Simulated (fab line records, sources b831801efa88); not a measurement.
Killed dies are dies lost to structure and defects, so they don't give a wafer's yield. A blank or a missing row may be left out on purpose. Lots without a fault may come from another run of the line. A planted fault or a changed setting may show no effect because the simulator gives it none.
fab line records | flow sky130
record lots=5 wafers=15 last_day=49
route steps=708 shown CONTACT@424 METAL1@434 PAD_OPEN@708
lots that met no fault: from a run of the same line without faults
start_h: hours from the record's first day to the start of the lot's first wafer shown | wait_h: hours since the lot's step before | " the same as in the row above | L1.1+2: a row that stands for several wafers | - no value, or no start given | * or withheld: withheld | < > ~ a bound
route shown NAME@n: a module of which the file shows steps, and the number in the route of the first | usual: mean/standard deviation of fault-free wafers | same: alike in all rows | chamber/n: place in a boat | sites: the reading at each site | _std_site: their standard deviation | _edge_site: outer sites' mean less inner sites' | radius_mm: how far each site lies from the wafer's centre | mask NAME#n: copy n | behind: the tool/chamber that last shaped the wafer | hold: why the lot was held/for how many hours/how that ended | device: the transistor (n, p or np) that didn't switch | end of line: the same wafers' tests at the end of the route | a step without rows: its recipe alone | killed: dies lost to structure and defects at the first sort, not the wafer's yield | map: a wafer's dies, x killed, . not, _ none there
set.NAME: the setting as run; set.NAME@STEP: as run at that earlier step | model.NAME: the simulator's own value behind a step, which no gauge read
lots at some steps of the route; a table a step, a row a wafer
services: from which hour (start_h, from the record's first day; less than 0 if before it) a tool's chamber was out of use, for how many hours, and why
## steps
# step SKY_CONTACT_ETCH_18
# recipe target=Si3N4 chemistry=CHF3/O2 stop_on=TiN source_w=600 bias_w=200 pressure_mtorr=40 chf3_flow_sccm=50 O2_flow_sccm=5 time_s=39 target_depth_a=750
# usual drypump_motor_current_A=5.5/0.31 oes_product_au=0.856/0.0082 throttle_valve_pct=8.793/0.0081
# columns lot.wafer tool chamber start_h wait_h drypump_motor_current_A oes_product_au rf_hours_counter_h throttle_valve_pct
L652.2 rie_diel-02 0 - - 5.2 0.856 0 8.785
L652.3 " 1 " " 5.0 0.852 18 8.796
L652.5 " 0 " " 5.2 0.857 - 8.783
L654.3 rie_diel-04 3 - - 5.3 0.856 33 8.787
L654.4 " 0 " " 5.9 0.859 5 8.798
L654.6 " 0 " " 5.9 0.859 - 8.786
L665.1 rie_diel-03 1 - - 5.4 0.839 15 8.791
L665.3 " 3 " " 5.6 0.848 23 8.786
L665.5 " 2 " " 5.5 0.854 - 8.803
L668.3 rie_diel-02 1 - - 5.1 0.861 23 8.805
L668.4 " 3 " " 5.5 0.863 1 8.803
L668.6 " 2 " " 6.0 0.857 - 8.794
L670.1 rie_diel-04 0 - - 5.9 0.847 9 8.797
L670.3 " 2 " " 5.1 0.856 13 8.794
L670.5 " 1 " " 6.1 0.869 - 8.811
# step SKY_CONTACT_STRIP_19
# recipe chemistry=O2/N2 power_w=1400 pressure_mtorr=1500 platen_temp_c=withheld o2_flow_sccm=3000 n2_flow_sccm=300 overash_fraction=0.5
# usual drypump_motor_current_A=5.6/0.34 oes_product_au=0.381/0.0045 strip_time_to_endpoint_s=3.611/0.024
# columns lot.wafer tool chamber start_h wait_h drypump_motor_current_A oes_product_au rf_hours_counter_h strip_time_to_endpoint_s
L652.2 plasma_asher-01 1 731.94 - 5.7 0.381 92 3.586
L652.3 " 1 " " 5.7 0.389 - 3.623
L652.5 " 0 " " 5.1 0.377 - 3.594
L654.3 plasma_asher-02 1 751.89 - 6.1 0.385 - 3.627
L654.4 " 0 " " 5.3 0.381 - 3.650
L654.6 " 1 " " 6.1 0.376 - 3.645
L665.1 plasma_asher-02 1 842.07 - 6.1 0.381 41 3.634
L665.3 " 1 " " 6.1 0.376 - 3.621
L665.5 " 0 " " 5.3 0.383 - 3.597
L668.3 plasma_asher-04 1 863.65 - 5.9 0.383 - 3.616
L668.4 " 0 " " 5.7 0.389 - 3.608
L668.6 " 0 " " 5.7 0.385 - 3.602
L670.1 plasma_asher-02 1 878.92 - 6.1 0.380 46 3.623
L670.3 " 1 " " 6.0 0.382 - 3.582
L670.5 " 1 " " 6.1 0.376 - 3.608
# step SKY_CONTACT_STRIP_20
# recipe chemistry=post_etch_residue_remover time_s=1200 temp_c=72.5
# step SKY_CONTACT_CLEAN_21
# recipe chemistry=IPA time_s=180 temp_c=25
# step SKY_CONTACT_CLEAN_22
# recipe chemistry=O3/DIW dry=n2_spin
# step SKY_CONTACT_SPUTTER_23
# recipe material=TiN target_thk_nm=20 chamber_pressure_pa=5 power_w=4000 time_s=80
# step SKY_CONTACT_CVD_24
# recipe material=W target_thk_nm=340 time_s=102.12 temp_c=400 pressure_torr=40
# step SKY_CONTACT_RS_MEAS_25
# recipe thk_meas_gauge=four-point-probe reads=W_of_CONTACT_CVD_24+TiN_of_CONTACT_SPUTTER_23
# usual CONTACT_W_RS=0.338/0.0041
# columns lot.wafer tool chamber start_h wait_h CONTACT_W_RS[ohm/sq]
L652.2 film_metro-03 - 732.72 0.1 0.332
L652.3 " - " " 0.333
L652.5 " - " " 0.330
L654.3 film_metro-01 - 752.72 0.1 0.343
L654.4 " - " " 0.335
L654.6 " - " " 0.343
L665.1 film_metro-03 - 842.96 0.2 0.333
L665.3 " - " " 0.331
L665.5 " - " " 0.330
L668.3 film_metro-03 - 864.46 0.1 0.338
L668.4 " - " " 0.340
L668.6 " - " " 0.341
L670.1 film_metro-04 - 879.68 0.1 0.335
L670.3 " - " " 0.333
L670.5 " - " " 0.334
# step SKY_CONTACT_THK_MEAS_26
# recipe thk_meas_gauge=xrf reads=W_of_CONTACT_CVD_24
# usual CONTACT_W_THK=348/7
# columns lot.wafer tool chamber start_h wait_h CONTACT_W_THK[nm]
L652.2 film_metro-03 - 732.83 0.1 357
L652.3 " - " " 355
L652.5 " - " " 360
L654.3 film_metro-01 - 752.82 0.1 334
L654.4 " - " " 341
L654.6 " - " " 333
L665.1 film_metro-03 - 843.08 0.1 353
L665.3 " - " " 356
L665.5 " - " " 357
L668.3 film_metro-03 - 864.56 0.1 353
L668.4 " - " " 353
L668.6 " - " " 349
L670.1 film_metro-04 - 879.80 0.1 349
L670.3 " - " " 352
L670.5 " - " " 351
# step SKY_CONTACT_CMP_27
# recipe stop_on=SiO2 t_overpolish_s=15 down_force_psi=3.5 platen_rpm=60 target_thk_nm=0 pad_velocity_m_s=0.94248
# step SKY_METAL1_SPUTTER_00
# recipe material=Ti target_thk_nm=15 power_w=3000 time_s=10 chamber_pressure_pa=0.4
# usual cathode_dc_power_W=3000.0/0.52 throttle_valve_pct=30.9/1.3
# columns lot.wafer tool chamber start_h wait_h cathode_dc_power_W throttle_valve_pct
L652.2 pvd_sputter-03 - 733.18 0.1 2999.2 32.4
L652.3 " - " " 3000.5 30.9
L652.5 " - " " 3000.2 28.4
L654.3 pvd_sputter-04 - 753.16 0.1 3000.8 32.5
L654.4 " - " " 2999.7 30.9
L654.6 " - " " 3000.3 30.8
L665.1 pvd_sputter-03 - 843.44 0.1 2999.9 32.4
L665.3 " - " " 3000.1 29.6
L665.5 " - " " 3000.9 30.8
L668.3 pvd_sputter-04 - 864.90 0.1 2999.9 30.9
L668.4 " - " " 2999.4 31.0
L668.6 " - " " 2999.0 30.6
L670.1 pvd_sputter-02 - 880.16 0.2 3000.0 32.5
L670.3 " - " " 3000.5 30.0
L670.5 " - " " 2999.9 28.9
# step SKY_METAL1_SPUTTER_01
# recipe material=TiN target_thk_nm=20 power_w=6500 time_s=16.7 chamber_pressure_pa=0.4
# usual cathode_dc_power_W=6500.2/1.2 throttle_valve_pct=31.0/1.3
# columns lot.wafer tool chamber start_h wait_h cathode_dc_power_W throttle_valve_pct
L652.2 pvd_sputter-03 - 733.21 0.0 6500.4 32.3
L652.3 " - " " 6499.3 30.8
L652.5 " - " " 6499.9 28.6
L654.3 pvd_sputter-04 - 753.18 0.0 6500.2 32.3
L654.4 " - " " 6500.8 31.2
L654.6 " - " " 6501.0 30.8
L665.1 pvd_sputter-03 - 843.46 0.0 6499.6 32.3
L665.3 " - " " 6498.6 29.4
L665.5 " - " " 6500.5 30.9
L668.3 pvd_sputter-04 - 864.92 0.0 6499.0 30.8
L668.4 " - " " 6499.8 30.6
L668.6 " - " " 6500.3 30.7
L670.1 pvd_sputter-02 - 880.18 0.0 6501.7 32.7
L670.3 " - " " 6500.7 30.0
L670.5 " - " " 6500.7 29.4
# step SKY_METAL1_SPUTTER_02
# recipe material=AlCu target_thk_nm=250 power_w=10600 time_s=13.3 chamber_pressure_pa=0.4
# usual cathode_dc_power_W=10600/1.8 throttle_valve_pct=31.0/1.3
# columns lot.wafer tool chamber start_h wait_h cathode_dc_power_W throttle_valve_pct model.AlCu_of_METAL1_SPUTTER_02.thk_nm
L652.2 pvd_sputter-03 - 733.23 0.0 10601 32.4 250.1
L652.3 " - " " 10601 30.9 249.8
L652.5 " - " " 10598 28.3 248.7
L654.3 pvd_sputter-04 - 753.21 0.0 10603 32.4 254.1
L654.4 " - " " 10598 30.8 253.2
L654.6 " - " " 10604 30.8 251.7
L665.1 pvd_sputter-03 - 843.49 0.0 10601 32.5 249.5
L665.3 " - " " 11060 29.5 260.7
L665.5 " - " " 10601 30.7 248.5
L668.3 pvd_sputter-04 - 864.95 0.0 10601 30.8 252.3
L668.4 " - " " 10601 30.7 252.1
L668.6 " - " " 10603 30.8 250.2
L670.1 pvd_sputter-02 - 880.21 0.0 10599 32.6 252.2
L670.3 " - " " 10600 30.2 249.7
L670.5 " - " " 10602 29.4 254.1
# step SKY_METAL1_SPUTTER_03
# recipe material=Ti target_thk_nm=5 power_w=3000 time_s=3.3 chamber_pressure_pa=0.4
# step SKY_METAL1_SPUTTER_04
# recipe material=TiN target_thk_nm=70 power_w=6500 time_s=58.3 chamber_pressure_pa=0.4
# usual cathode_dc_power_W=6499.9/1 throttle_valve_pct=31.0/1.3
# columns lot.wafer tool chamber start_h wait_h cathode_dc_power_W throttle_valve_pct
L652.2 pvd_sputter-03 - 733.27 0.0 6498.4 32.2
L652.3 " - " " 6498.2 30.7
L652.5 " - " " 6500.6 28.3
L654.3 pvd_sputter-04 - 753.25 0.0 6499.5 32.3
L654.4 " - " " 6499.6 31.0
L654.6 " - " " 6498.8 30.7
L665.1 pvd_sputter-03 - 843.53 0.0 6499.0 32.5
L665.3 " - " " 6498.8 29.5
L665.5 " - " " 6501.0 30.7
L668.3 pvd_sputter-04 - 864.99 0.0 6501.2 31.1
L668.4 " - " " 6499.2 31.0
L668.6 " - " " 6499.5 30.8
L670.1 pvd_sputter-02 - 880.25 0.0 6500.3 32.8
L670.3 " - " " 6500.1 30.0
L670.5 " - " " 6502.5 29.1
# step SKY_METAL1_RS_MEAS_05
# recipe thk_meas_gauge=four-point-probe reads=TiN_of_METAL1_SPUTTER_04+Ti_of_METAL1_SPUTTER_03+AlCu_of_METAL1_SPUTTER_02+TiN_of_METAL1_SPUTTER_01+Ti_of_METAL1_SPUTTER_00
# usual METAL1_ALCU_RS=0.1270/0.0011
# columns lot.wafer tool chamber start_h wait_h METAL1_ALCU_RS[ohm/sq]
L652.2 film_metro-04 - 733.34 0.0 0.1268
L652.3 " - " " 0.1271
L652.5 " - " " 0.1274
L654.3 film_metro-04 - 753.34 0.1 0.1247
L654.4 " - " " 0.1251
L654.6 " - " " 0.1258
L665.1 film_metro-04 - 843.58 0.0 0.1271
L665.3 " - " " 0.1217
L665.5 " - " " 0.1280
L668.3 film_metro-04 - 865.08 0.1 0.1256
L668.4 " - " " 0.1260
L668.6 " - " " 0.1266
L670.1 film_metro-01 - 880.30 0.0 0.1257
L670.3 " - " " 0.1269
L670.5 " - " " 0.1245
# step SKY_METAL1_THK_MEAS_06
# recipe thk_meas_gauge=xrf reads=AlCu_of_METAL1_SPUTTER_02
# usual METAL1_ALCU_THK=249.2/2.6
# columns lot.wafer tool chamber start_h wait_h METAL1_ALCU_THK[nm]
L652.2 film_metro-04 - 733.45 0.1 250.5
L652.3 " - " " 249.5
L652.5 " - " " 247.4
L654.3 film_metro-04 - 753.44 0.1 255.8
L654.4 " - " " 255.2
L654.6 " - " " 253.5
L665.1 film_metro-04 - 843.70 0.1 248.3
L665.3 " - " " 259.8
L665.5 " - " " 249.0
L668.3 film_metro-04 - 865.18 0.1 252.0
L668.4 " - " " 249.6
L668.6 " - " " 249.1
L670.1 film_metro-01 - 880.42 0.1 251.6
L670.3 " - " " 248.3
L670.5 " - " " 253.4
# step SKY_METAL1_DEHYDRATE_07
# recipe temp_c=200 time_s=60
# step SKY_METAL1_HMDS_08
# recipe prime_time_s=60 prime_temp_c=120
# step SKY_METAL1_COAT_09
# recipe resist=BARC temp_c=withheld time_s=withheld spin_rpm=3000 resist_thk_nm=60
# step SKY_METAL1_COAT_10
# recipe resist=KrF-thick spin_rpm=3000 resist_thk_nm=450
# step SKY_METAL1_SOFTBAKE_11
# recipe temp_c=100 time_s=90 resist=KrF-thick
# step SKY_METAL1_EXPOSE_12
# recipe mask_id=MM1 na=0.8 source_shape=annular sigma_inner=0.55 sigma_outer=0.85 target_cd_nm=140 dose_mj=28
# step SKY_METAL1_PEB_13
# recipe peb_temp_c=withheld peb_time_s=withheld resist=KrF-thick
# step SKY_METAL1_DEVELOP_14
# recipe develop_time_s=60 resist=KrF-thick dev_temp_c=21
# step SKY_METAL1_CD_MEAS_15
# recipe target_cd_nm=140
# usual cd_nm=140.0/1.6
# columns lot.wafer tool chamber start_h wait_h cd_nm
L652.2 cd_sem-01 - 760.19 - 142.1
L652.3 " - " " 142.6
L652.5 " - " " 142.5
L654.3 cd_sem-01 - 779.58 - 139.1
L654.4 " - " " 139.4
L654.6 " - " " 138.3
L665.1 cd_sem-01 - 869.20 - 139.8
L665.3 " - " " 139.3
L665.5 " - " " 139.5
L668.3 cd_sem-02 - 890.98 - 139.9
L668.4 " - " " 139.9
L668.6 " - " " 142.0
L670.1 cd_sem-02 - 906.00 - 140.6
L670.3 " - " " 141.0
L670.5 " - " " 140.4
# step SKY_METAL1_OVL_MEAS_16
# usual METAL1_OVL=0/5.9
# columns lot.wafer tool chamber start_h wait_h METAL1_OVL[nm]
L652.2 overlay-01 - 760.30 0.1 -1
L652.3 " - " " 6
L652.5 " - " " 6
L654.3 overlay-02 - 779.67 0.1 13
L654.4 " - " " 3
L654.6 " - " " 5
L665.1 overlay-01 - 869.32 0.1 5
L665.3 " - " " 0
L665.5 " - " " -2
L668.3 overlay-01 - 891.07 0.1 4
L668.4 " - " " 10
L668.6 " - " " 0
L670.1 overlay-01 - 906.12 0.1 -2
L670.3 " - " " -9
L670.5 " - " " -2
# step SKY_METAL1_DESCUM_17
# recipe chemistry=O2 source_power_w=150 bias_power_w=0 pressure_mtorr=10 temp_c=40 time_s=8
# step SKY_METAL1_ETCH_18
# recipe chemistry=N2/H2 target=BARC ion_energy_ev=200 bias_w=100 pressure_mtorr=30 n2_flow_sccm=100 h2_flow_sccm=200 icp_w=500 stop_on=SiO2 time_s=45.9 target_depth_a=600
# step SKY_METAL1_METAL_ETCH_19
# recipe target_depth_a=3600 stop_on=SiO2 over_etch_frac=0.3 time_s=78 chemistry=Cl2/BCl3 resist_sidewall_deg=88 pressure_mtorr=10 icp_w=900 bias_w=48.5 Cl2_flow_sccm=60 bcl3_flow_sccm=30
# usual bcl3_flow_sccm=30.01/0.09 drypump_motor_current_A=5.8/0.34 oes_product_au=0.853/0.0055 throttle_valve_pct=22.263/0.0095
# columns lot.wafer tool chamber start_h wait_h bcl3_flow_sccm drypump_motor_current_A oes_product_au rf_hours_counter_h throttle_valve_pct model.METAL1.feature_depth_nm model.etch.depth_nm
L652.2 rie_metal-01 1 760.42 0.0 30.01 6.0 0.856 0 22.254 360.3 360.3
L652.3 " 1 " " 29.92 6.0 0.858 - 22.269 359.8 359.8
L652.5 " 1 " " 29.93 6.0 0.855 - 22.248 358.1 358.1
L654.3 rie_metal-01 1 779.82 0.1 29.92 6.0 0.853 - 22.258 363.5 363.5
L654.4 " 0 " " 29.86 6.2 0.864 - 22.244 363.1 363.1
L654.6 " 0 " " 29.87 6.2 0.848 - 22.271 361.4 361.4
L665.1 rie_metal-01 1 869.45 0.0 29.92 6.0 0.854 4 22.262 357.9 357.9
L665.3 " 1 " " 29.96 6.0 0.852 - 22.271 354.2 354.2
L665.5 " 0 " " 30.05 6.2 0.841 - 22.261 356.2 356.2
L668.3 rie_metal-03 0 891.22 0.1 29.92 6.3 0.852 - 22.259 362.9 362.9
L668.4 " 1 " " 30.02 5.5 0.855 - 22.252 362.3 362.3
L668.6 " 0 " " 30.00 6.3 0.862 - 22.253 361 361
L670.1 rie_metal-01 1 906.25 0.0 30.13 6.0 0.853 6 22.260 361.8 361.8
L670.3 " 1 " " 30.12 6.0 0.856 - 22.264 360.3 360.3
L670.5 " 1 " " 30.02 6.0 0.855 - 22.270 364 364
# step SKY_METAL1_STRIP_20
# recipe chemistry=O2/N2 power_w=1400 pressure_mtorr=1500 platen_temp_c=withheld o2_flow_sccm=3000 n2_flow_sccm=300 overash_fraction=0.5
# step SKY_PAD_OPEN_PROBE_99
# usual defect_limited_yield=82.8/1.8 killed_at_M0_to_M3=42/6.4 killed_at_M4_up=3.0/2 killed_at_contacts=24/5.2 killed_at_front_end=14/4.2 killed_at_other=0.4/0.72 killed_dies=84/9 killed_on_rim=16/3.7 killed_open=46/6.6 killed_short=38/6 sort_bin_3_pad_short=0.9/0.4 sort_bin_5_function=10.1/1.4 sort_bin_6_memory=6.2/1.1 sort_n_pass=408/9 sort_yield_pct=82.8/1.8
# same gross_dies=492 killed_at_back_side=0 sort_bin_4_leakage[%]=0 sort_bin_8_speed[%]=0
# columns lot.wafer tool chamber start_h wait_h defect_limited_yield[%] killed_at_M0_to_M3 killed_at_M4_up killed_at_contacts killed_at_front_end killed_at_other killed_dies killed_on_rim killed_open killed_short sort_bin_3_pad_short[%] sort_bin_5_function[%] sort_bin_6_memory[%] sort_n_pass sort_yield_pct[%] model.etest.met1.line_ohm_um model.etest.met1.rs_ohm_sq
L652.2 prober-01 - 1072.33 0.1 85.0 37 5 18 14 0 74 14 37 36 0.6 8.7 5.7 418 85.0 0.9137 0.1289
L652.3 prober-01 - 1072.38 0.2 81.5 50 4 27 10 0 91 17 46 45 0.8 11.8 5.9 401 81.5 0.8974 0.1284
L652.5 prober-01 - 1072.48 0.2 82.3 40 4 27 16 0 87 14 47 40 0 11.6 6.1 405 82.3 0.8954 0.1289
L654.3 prober-01 - 1089.98 0.2 80.1 46 10 25 17 0 98 18 55 43 1.2 10.6 8.1 394 80.1 0.939 0.1266
L654.4 prober-01 - 1090.03 0.2 82.1 41 6 21 20 0 88 19 44 44 1.0 8.1 8.7 404 82.1 0.9215 0.1279
L654.6 prober-01 - 1090.13 0.2 81.3 48 4 23 16 1 92 17 47 45 1.0 11.6 6.1 400 81.3 0.9315 0.1285
L665.1 prober-02 - 1154.89 0.1 82.5 40 5 25 16 0 86 17 48 37 1.2 10.2 6.1 406 82.5 0.9408 0.1291
L665.3 prober-02 - 1154.99 0.2 83.1 45 4 23 11 0 83 15 47 36 0.4 12.0 4.5 409 83.1 0.8802 0.1227
L665.5 prober-02 - 1155.09 0.2 83.3 37 2 28 15 0 82 15 43 38 0.6 10.4 5.7 410 83.3 0.9362 0.1304
L668.3 prober-01 - 1169.81 0.2 83.3 39 1 22 20 0 82 12 45 37 0.4 10.4 5.9 410 83.3 0.9112 0.1285
L668.4 prober-01 - 1169.86 0.2 83.3 47 2 22 11 0 82 11 47 35 0.2 9.6 6.9 410 83.3 0.908 0.1269
L668.6 prober-01 - 1169.96 0.2 82.7 43 5 23 14 0 85 10 48 37 0.6 10.6 6.1 407 82.7 0.9208 0.1287
L670.1 prober-01 - 1181.00 0.1 81.1 39 4 25 25 0 93 16 41 51 0.8 8.7 9.3 399 81.1 0.9362 0.1284
L670.3 prober-01 - 1181.10 0.2 81.1 49 5 23 16 0 93 18 52 41 0.8 10.0 8.1 399 81.1 0.9171 0.1286
L670.5 prober-01 - 1181.20 0.2 84.3 41 2 22 12 0 77 12 58 18 0.6 9.6 5.5 415 84.3 0.8988 0.1266
# killed by level:class
L652.2 VIA3:geometric_particle:open=8 FIELD_ISO:geometric_particle:open=6 LOCAL_INTERCONNECT:geometric_particle:short=5 CONTACT:geometric_particle:open=5 VIA1:geometric_particle:short=5 VIA1:geometric_particle:open=5 LI_CONTACT:geometric_particle:open=4 METAL1:geometric_particle:short=4
L652.3 CONTACT:geometric_particle:open=14 METAL2:geometric_particle:short=7 VIA1:geometric_particle:short=7 VIA2:geometric_particle:open=7 VIA3:geometric_particle:open=7 CONTACT:geometric_particle:short=6 METAL1:geometric_particle:short=5 LI_CONTACT:geometric_particle:open=4
L652.5 VIA1:geometric_particle:open=10 CONTACT:geometric_particle:open=9 LI_CONTACT:geometric_particle:open=7 CONTACT:geometric_particle:short=7 METAL1:geometric_particle:short=5 METAL2:geometric_particle:short=5 FIELD_ISO:geometric_particle:open=4 VIA2:geometric_particle:short=4
L654.3 VIA1:geometric_particle:open=14 CONTACT:geometric_particle:open=8 VIA3:geometric_particle:open=7 VIA2:geometric_particle:open=7 METAL4:geometric_particle:short=7 LI_CONTACT:geometric_particle:open=6 FIELD_ISO:geometric_particle:short=5 CONTACT:geometric_particle:short=4
L654.4 VIA1:geometric_particle:open=10 CONTACT:geometric_particle:open=8 POLY_GATE:geometric_particle:short=7 CONTACT:geometric_particle:short=7 VIA1:geometric_particle:short=6 METAL2:geometric_particle:short=6 VIA3:geometric_particle:open=5 VIA2:geometric_particle:open=5
L654.6 METAL2:geometric_particle:short=10 VIA1:geometric_particle:open=9 CONTACT:geometric_particle:open=7 VIA3:geometric_particle:open=7 LI_CONTACT:geometric_particle:open=6 CONTACT:geometric_particle:short=6 POLY_GATE:geometric_particle:short=5 VIA1:geometric_particle:short=5
L665.1 LI_CONTACT:geometric_particle:open=11 METAL2:geometric_particle:short=8 VIA1:geometric_particle:open=7 VIA2:geometric_particle:open=7 VIA3:geometric_particle:open=6 CONTACT:geometric_particle:open=5 FIELD_ISO:geometric_particle:short=4 LOCAL_INTERCONNECT:geometric_particle:short=4
L665.3 VIA1:geometric_particle:open=14 CONTACT:geometric_particle:open=10 VIA2:geometric_particle:open=6 METAL1:geometric_particle:short=5 VIA3:geometric_particle:open=5 LOCAL_INTERCONNECT:geometric_particle:short=4 CONTACT:geometric_particle:short=4 VIA1:geometric_particle:short=4
L665.5 LI_CONTACT:geometric_particle:open=11 CONTACT:geometric_particle:short=7 VIA1:geometric_particle:open=7 CONTACT:geometric_particle:open=6 METAL1:geometric_particle:short=6 POLY_GATE:geometric_particle:short=5 VIA3:geometric_particle:open=5 FIELD_ISO:geometric_particle:open=4
L668.3 VIA1:geometric_particle:open=10 LI_CONTACT:geometric_particle:open=8 CONTACT:geometric_particle:open=6 FIELD_ISO:geometric_particle:short=5 VIA2:geometric_particle:open=5 LOCAL_INTERCONNECT:geometric_particle:short=4 METAL1:geometric_particle:short=4 METAL2:geometric_particle:short=4
L668.4 VIA1:geometric_particle:open=10 CONTACT:geometric_particle:open=10 VIA1:geometric_particle:short=7 VIA3:geometric_particle:open=6 LI_CONTACT:geometric_particle:open=5 VIA2:geometric_particle:open=5 METAL2:geometric_particle:short=5 METAL3:geometric_particle:short=4
L668.6 VIA2:geometric_particle:open=13 CONTACT:geometric_particle:open=8 VIA1:geometric_particle:open=7 VIA3:geometric_particle:open=6 LI_CONTACT:geometric_particle:open=5 CONTACT:geometric_particle:short=5 METAL3:geometric_particle:short=5 VIA3:geometric_particle:short=5
L670.1 CONTACT:geometric_particle:open=12 VIA1:geometric_particle:open=8 VIA3:geometric_particle:short=7 FIELD_ISO:geometric_particle:short=6 CONTACT:geometric_particle:short=5 VIA2:geometric_particle:short=5 VIA3:geometric_particle:open=5 POLY_GATE:geometric_particle:short=4
L670.3 VIA1:geometric_particle:open=11 LI_CONTACT:geometric_particle:open=8 CONTACT:geometric_particle:open=7 VIA2:geometric_particle:open=7 VIA3:geometric_particle:open=6 METAL2:geometric_particle:short=5 POLY_GATE:geometric_particle:short=4 METAL1:geometric_particle:short=4
L670.5 VIA1:geometric_particle:open=17 LI_CONTACT:geometric_particle:open=7 CONTACT:geometric_particle:open=7 VIA2:geometric_particle:open=6 VIA3:geometric_particle:open=5 POLY_GATE:geometric_particle:open=4 FIELD_ISO:geometric_particle:open=3 LOCAL_INTERCONNECT:geometric_particle:open=3
## services
# columns tool chamber start_h hours kind
pvd_sputter-02 - 709.06 6.2 repair
pvd_sputter-04 - 720.61 0.5 repair
rie_diel-02 0 724.29 1.7 repair
rie_metal-01 1 742.96 - clean
rie_metal-01 1 742.96 15.5 scheduled_down
plasma_asher-02 - 745.85 2.8 pm
rie_diel-03 3 753.62 11.4 repair
plasma_asher-04 - 764.56 15.6 pm
pvd_sputter-03 - 769.92 4.7 repair
rie_diel-03 2 780.34 10.8 repair
rie_diel-02 2 781.62 3.8 repair
rie_diel-02 2 806.24 23.3 repair
rie_metal-01 - 810.29 0.5 repair
plasma_asher-04 - 864.55 20.6 pm
pvd_sputter-03 0 874.05 - consumable_replace:kit
pvd_sputter-03 0 874.05 18.0 scheduled_down
pvd_sputter-03 0 874.05 18.0 vent_cycle
rie_diel-04 3 881.44 7.2 repair
pvd_sputter-02 - 882.17 6.3 repair
pvd_sputter-04 2 884.85 - consumable_replace:kit
pvd_sputter-04 2 884.85 18.0 scheduled_down
pvd_sputter-04 2 884.85 18.0 vent_cycle
rie_diel-04 0 896.31 7.1 repair
pvd_sputter-03 - 901.97 4.1 repair
## key
first_sign step=SKY_METAL1_SPUTTER_02 reading=cathode_dc_power_W direction=up sigmas=99+ usual=10600 struck=11060
effect step=SKY_METAL1_RS_MEAS_05 reading=METAL1_ALCU_RS direction=down sigmas=4.8 usual=0.1270 struck=0.1217
effect step=SKY_METAL1_THK_MEAS_06 reading=METAL1_ALCU_THK direction=up sigmas=4.1 usual=249.2 struck=259.8
model_effect step=SKY_METAL1_SPUTTER_02 value=AlCu_of_METAL1_SPUTTER_02.thk_nm without=249.8 struck=260.7
model_effect step=SKY_METAL1_METAL_ETCH_19 value=METAL1.feature_depth_nm without=358.3 struck=354.2
model_effect step=SKY_PAD_OPEN_PROBE_99 value=etest.met1.line_ohm_um without=0.9198 struck=0.8802
met_at SKY_METAL1_SPUTTER_02
struck_wafers L665.3
fault kind=process_parameter_drift tool=pvd_sputter-03 chamber=- onset_h=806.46 steps=SKY_METAL1_SPUTTER_02 channel=power_w offset=* shape=step end_h=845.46 acts_in=* stated=* scope=struck_wafers_only
